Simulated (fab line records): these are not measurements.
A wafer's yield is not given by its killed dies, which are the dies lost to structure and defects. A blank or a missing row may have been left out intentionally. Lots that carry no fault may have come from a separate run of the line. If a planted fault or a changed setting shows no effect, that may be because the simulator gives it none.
Code-filled problem report in 8D (eight disciplines) form / flow gf180mcu / the parts of the form that need people (team, actions taken, sign-off) are left out

== 1. PROBLEM STATEMENT ==
At GF_HV_LDD_IMPLANT_21, beam_energy_keV averages 23.675 over 6 wafers from 2 lots, while fault-free wafers read 24.998, standard deviation 0.0069. That is -99 or more standard deviations from the usual mean.
The first sign was on wafer L824.3 at day 14 13:40, on implanter-04. At this step, 18 wafers from 6 lots have a number in the record. By rule, "out" or "out of limits" means more than 4 standard deviations away from the usual mean. The rest of the wafers with a number are treated as sound.

== 2. WHAT IT IS AND WHAT IT IS NOT ==
question=which readings at this step | is=beam_energy_keV | is not=dose_ions_cm2
question=which lots | is=L824, L826 | is not=L813, L823, L833, L835
question=which wafers of those lots | is=all that have a number | is not=-
question=read on which tools | is=implanter-04 | is not=implanter-03
question=when | is=from day 14 13:40 | is not=up to then (6 sound wafers); but 6 sound wafers of L833, L835 came after

== 3. THE SUSPECTS, EACH WITH WHAT RULES IT OUT ==
Counting: a tool stays on the suspect list if, at a process step up to the reading, it processed all lots that are out and no sound lot following the first of them.
- implanter-04 at GF_HV_LDD_IMPLANT_21: kept. It ran every lot that is out, first L824 (day 14 13:40), and no sound lot after that; its last sound lot up to then is L823 (day 14 11:10). Its own beam_energy_keV readings are out on those wafers.
After counting, what remains is implanter-04 at GF_HV_LDD_IMPLANT_21.

== 4. THE CAUSE (what the simulator had put in) ==
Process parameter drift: implanter-04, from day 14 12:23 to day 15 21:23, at GF_HV_LDD_IMPLANT_21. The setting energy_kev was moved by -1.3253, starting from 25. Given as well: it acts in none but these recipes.
Only this tool survived the counting.

== 5. THE EFFECT CHAIN, in route order ==
Each row: a reading whose mean over the struck wafers that have a number lies more than 3 standard deviations from the usual. Only readings whose record carries a usual standard deviation are examined. hours: median over the lots of the time between each lot's start at the first step of this table that gives one and its start at this step. sigmas: the change, counted in usual standard deviations.
hours=0; step=GF_HV_LDD_IMPLANT_21; reading=beam_energy_keV; usual=24.998; on struck wafers=23.675; change=-1.323; sigmas=-99 or more
Here are the process steps it includes:
- GF_HV_LDD_IMPLANT_21

== 6. WHAT WOULD HAVE CAUGHT IT SOONER ==
In this record the first reading out of limits was taken at day 14 13:40, 1 hour after the fault began at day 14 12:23.
